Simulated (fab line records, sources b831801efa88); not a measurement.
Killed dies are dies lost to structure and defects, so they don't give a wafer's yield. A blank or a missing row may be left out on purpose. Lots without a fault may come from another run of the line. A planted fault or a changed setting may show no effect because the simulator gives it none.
Which tool did it? | flow sky130 | 12 lots, 36 wafers sampled, at 6 steps of a route of 708

WHAT THE GAUGES READ, wafer by wafer
SKY_POLY_CUT_CD_MEAS_08: target cd 270 nm. Usual: cd_nm 269.9 nm, standard deviation 1.3.
lot  | measured     | on        | cd_nm (nm)        | flag
L101 | day 24 21:05 | cd_sem-02 | 271.2 271.9 269.9 |
L105 | day 26 16:32 | cd_sem-01 | 267.6 269.2 269.1 |
L113 | day 29 13:06 | cd_sem-02 | 270.3 269.6 270.0 |
L114 | day 30 00:04 | cd_sem-02 | 269.6 270.4 272.2 |
L115 | day 30 05:39 | cd_sem-02 | 267.9 268.8 266.7 |
L116 | day 30 06:07 | cd_sem-02 | 270.4 270.2 269.3 |
L117 | day 30 13:50 | cd_sem-02 | 269.3 270.1 269.2 |
L118 | day 30 15:41 | cd_sem-01 | 269.6 268.3 269.2 |
L119 | day 31 02:39 | cd_sem-02 | 269.7 268.7 269.4 |
L120 | day 31 09:48 | cd_sem-02 | 270.6 271.0 270.9 |
L121 | day 32 03:37 | cd_sem-01 | 271.0 270.0 269.1 |
L122 | day 32 05:07 | cd_sem-01 | 269.6 268.2 269.1 |

SKY_LI_CONTACT_THK_MEAS_01. Usual: LI_CONTACT_HDPCVD_THK 927 nm, standard deviation 9.2.
lot  | measured     | on            | LI_CONTACT_HDPCVD_THK (nm) | flag
L101 | day 28 13:11 | film_metro-01 | 916 910 917                |
L105 | day 30 07:09 | film_metro-03 | 932 923 930                |
L113 | day 33 00:27 | film_metro-03 | 935 928 924                |
L114 | day 33 09:59 | film_metro-01 | 933 938 928                |
L115 | day 33 16:07 | film_metro-02 | 932 953 931                |
L116 | day 33 16:41 | film_metro-02 | 927 924 928                |
L117 | day 33 23:33 | film_metro-03 | 941 932 922                |
L118 | day 34 02:19 | film_metro-02 | 921 911 921                |
L119 | day 34 12:13 | film_metro-01 | 928 935 933                |
L120 | day 34 18:09 | film_metro-03 | 920 937 926                |
L121 | day 35 11:29 | film_metro-03 | 918 930 927                |
L122 | day 35 14:29 | film_metro-02 | 940 933 943                |

SKY_CONTACT_THK_MEAS_03. Usual: CONTACT_HDPCVD_THK 566 nm, standard deviation 6.5.
lot  | measured     | on            | CONTACT_HDPCVD_THK (nm) | flag
L101 | day 31 00:17 | film_metro-04 | 564 565 562             |
L105 | day 32 16:58 | film_metro-04 | 436 560 552             | OFF
L113 | day 35 08:18 | film_metro-02 | 566 576 565             |
L114 | day 35 17:39 | film_metro-03 | 576 569 569             |
L115 | day 35 23:10 | film_metro-02 | 568 573 568             |
L116 | day 36 00:06 | film_metro-04 | 564 563 555             |
L117 | day 36 07:20 | film_metro-03 | 561 557 562             |
L118 | day 36 09:04 | film_metro-04 | 562 564 573             |
L119 | day 36 19:22 | film_metro-02 | 568 579 574             |
L120 | day 37 01:07 | film_metro-02 | 565 559 575             |
L121 | day 37 18:37 | film_metro-02 | 559 560 561             |
L122 | day 37 21:05 | film_metro-04 | 564 561 556             |

SKY_METAL1_RS_MEAS_05: measures by four-point-probe. Usual: METAL1_ALCU_RS 0.1265 ohm/sq, standard deviation 0.0016.
lot  | measured     | on            | METAL1_ALCU_RS (ohm/sq) | flag
L101 | day 32 05:09 | film_metro-04 | 0.1259 0.1262 0.1253    |
L105 | day 33 21:12 | film_metro-04 | 0.1273 0.1257 0.1281    |
L113 | day 36 13:58 | film_metro-01 | 0.1270 0.1278 0.1279    |
L114 | day 36 21:53 | film_metro-04 | 0.1295 0.1300 0.1286    |
L115 | day 37 03:14 | film_metro-01 | 0.1251 0.1258 0.1248    |
L116 | day 37 03:56 | film_metro-04 | 0.1280 0.1298 0.1277    |
L117 | day 37 11:42 | film_metro-04 | 0.1277 0.1298 0.1276    |
L118 | day 37 13:15 | film_metro-01 | 0.1254 0.1271 0.1273    |
L119 | day 37 23:38 | film_metro-02 | 0.1271 0.1291 0.1276    |
L120 | day 38 04:58 | film_metro-01 | 0.1261 0.1257 0.1262    |
L121 | day 38 22:24 | film_metro-01 | 0.1238 0.1263 0.1253    |
L122 | day 39 01:11 | film_metro-01 | 0.1254 0.1225 0.1242    |

WHICH TOOL RAN EACH LOT (tool, then ch and the chambers of the sampled wafers, then the start)
lot  | SKY_CONTACT_HDPCVD_02            | SKY_CONTACT_CMP_04
L101 | hdpcvd-01 ch 0,2, day 31 00:10   | cmp-02 ch 0,1,3, day 31 00:20
L105 | hdpcvd-01 ch 0,1,2, day 32 16:53 | cmp-02 ch 1,2, day 32 17:04
L113 | hdpcvd-02 ch 0,1, day 35 08:13   | cmp-02 ch 0,3, day 35 10:11
L114 | hdpcvd-02 ch 1,2, day 35 17:35   | cmp-01 ch 1,2,3, day 35 17:43
L115 | hdpcvd-02 ch 0,1,2, day 35 23:05 | cmp-01 ch 0,1, day 35 23:13
L116 | hdpcvd-01 ch 0,2, day 36 00:02   | cmp-02 ch 0,1,3, day 36 00:10
L117 | hdpcvd-01 ch 0,1, day 36 07:16   | cmp-02 ch 0,1,2, day 36 07:26
L118 | hdpcvd-02 ch 1,2, day 36 08:59   | cmp-02 ch 0,1,2, day 36 09:07
L119 | hdpcvd-02 ch 0,2, day 36 19:17   | cmp-01 ch 0,1,3, day 36 19:31
L120 | hdpcvd-02 ch 0,2, day 37 01:02   | cmp-01 ch 1,3, day 37 01:10
L121 | hdpcvd-01 ch 0,1,2, day 37 18:33 | cmp-01 ch 1,3, day 37 18:44
L122 | hdpcvd-01 ch 1,2, day 37 21:01   | cmp-01 ch 0,1,2, day 37 21:08
- SKY_CONTACT_HDPCVD_02: deposits SiO2, target thk 565 nm, time 94.2 s.
- SKY_CONTACT_CMP_04: polishes SiO2.

WHAT THE TOOLS THEMSELVES READ (means of the sampled wafers that have a number; where no wafer has one, the mark that the record gives instead)
SKY_CONTACT_HDPCVD_02. Usual: run_length_s 122.2 s, standard deviation 0.71.
lot  | tool      | run_length_s (s) | flag
L101 | hdpcvd-01 | 121.9            |
L105 | hdpcvd-01 | 115.0            | OFF
L113 | hdpcvd-02 | 121.9            |
L114 | hdpcvd-02 | 121.9            |
L115 | hdpcvd-02 | 122.5            |
L116 | hdpcvd-01 | 122.1            |
L117 | hdpcvd-01 | 122.3            |
L118 | hdpcvd-02 | 122.0            |
L119 | hdpcvd-02 | 123.0            |
L120 | hdpcvd-02 | 123.3            |
L121 | hdpcvd-01 | 121.8            |
L122 | hdpcvd-01 | 121.6            |

SKY_CONTACT_CMP_04. Usual: motor_current_A 12.5 A, standard deviation 1.4; retaining_ring_pressure_frac 1.001, standard deviation 0.0051; time_to_endpoint_s 85 s, standard deviation 4.3.
lot  | tool   | motor_current_A (A) | retaining_ring_pressure_frac | time_to_endpoint_s (s) | flag
L101 | cmp-02 | 12.0                | 0.996                        | 89                     |
L105 | cmp-02 | 11.9                | 0.995                        | 66                     | OFF
L113 | cmp-02 | 12.3                | 1.003                        | 84                     |
L114 | cmp-01 | 12.5                | 1.005                        | 90                     |
L115 | cmp-01 | 11.8                | 1.000                        | 90                     |
L116 | cmp-02 | 12.7                | 1.003                        | 81                     |
L117 | cmp-02 | 12.4                | 1.001                        | 82                     |
L118 | cmp-02 | 12.2                | 0.995                        | 82                     |
L119 | cmp-01 | 12.6                | 1.007                        | 90                     |
L120 | cmp-01 | 12.4                | 1.002                        | 87                     |
L121 | cmp-01 | 13.6                | 0.994                        | 81                     |
L122 | cmp-01 | 12.0                | 1.004                        | 80                     |

THE ANSWER, worked out from the rows above alone
Rule: a lot is off if the mean of its wafers that have a number lies more than 3 standard deviations from the usual mean. A lot without any number at a reading at which 4 lots or more have one is off too. The other lots that the step has rows for count as sound. The gauges are gone through in route order, then the tools' own readings, and for those a lot's mean is taken as printed above. The first step at which some lot is off is used, and at that step the reading that is off furthest; a lot without a number counts as furthest.
Off: L105, at SKY_CONTACT_THK_MEAS_03 (CONTACT_HDPCVD_THK).
A tool fits if, at a process step before that reading, it ran every lot that is off, and no sound lot after the first of them. The gauges at SKY_CONTACT_THK_MEAS_03 aren't tried: what is off there is off at SKY_CONTACT_HDPCVD_02 too, on other tools, and a gauge's error can't cause that. None of those tried fits.

WHAT THE SIMULATOR HAD PUT IN
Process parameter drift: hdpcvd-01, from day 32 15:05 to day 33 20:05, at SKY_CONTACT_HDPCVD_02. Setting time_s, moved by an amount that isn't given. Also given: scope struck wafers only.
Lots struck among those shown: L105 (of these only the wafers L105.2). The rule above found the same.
